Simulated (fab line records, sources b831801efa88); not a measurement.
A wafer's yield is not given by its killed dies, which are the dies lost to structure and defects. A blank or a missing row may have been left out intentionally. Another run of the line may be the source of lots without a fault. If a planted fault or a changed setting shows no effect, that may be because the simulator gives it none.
Matching of chambers | flow gf180mcu | GF_V3_CVD_02 on pecvd-02: 3 sister chambers
The step deposits SiO2 from TEOS, target thk 850 nm, time 94.851 s. 14 wafers are shown with their chamber, then 7 later ones without.

## EACH WAFER AND ITS CHAMBER
wafer  | chamber | heater-power-w (W)
L077.3 | 1       | 619
L077.4 | 1       | 649
L077.5 | 2       | 672
L082.2 | 0       | 725
L082.5 | 1       | 665
L082.6 | 0       | 756
L087.1 | 0       | 679
L087.3 | 1       | 678
L087.4 | 1       | 699
L089.2 | 0       | 701
L089.3 | 2       | 830
L089.5 | 0       | 727
L091.2 | 1       | 635
L091.4 | 1       | 676

SIGNATURES (averages over the wafers above)
reading        | chamber 0 | chamber 1 | chamber 2 | scatter within a chamber
heater-power-w | 717.60    | 660.14    | 751.00    | 43.1
Rule: for each reading, subtract the chamber's mean from the wafer's reading, divide by that reading's scatter and square the result; add these up over the readings and take the root, which gives the wafer's distance from the chamber. The wafer belongs to the nearest chamber; if the next one is less than 2 further off, it can't be placed. The scatter: the root of (the sum of the squares of (reading less its chamber's mean) over the shown wafers, divided by (wafers less chambers)).

## WAFERS MISSING THEIR CHAMBER
wafer  | heater-power-w (W)
L091.5 | 603
L094.1 | 662
L094.4 | 690
L094.5 | 803
L097.2 | 653
L097.4 | 764
L097.5 | 648

## EACH ONE'S CHAMBER
wafer  | from the rows above          | in truth
L091.5 | can't be placed: 1 or 0      | 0
L094.1 | can't be placed: 1 or 0      | 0
L094.4 | can't be placed: 0 or 1 or 2 | 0
L094.5 | can't be placed: 2 or 0      | 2
L097.2 | can't be placed: 1 or 0      | 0
L097.4 | can't be placed: 2 or 0      | 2
L097.5 | can't be placed: 1 or 0      | 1
Placed correctly: 0 of 7. These rows do not allow placing 7 (true chamber among the candidates in 7). Number placed wrongly: 0.
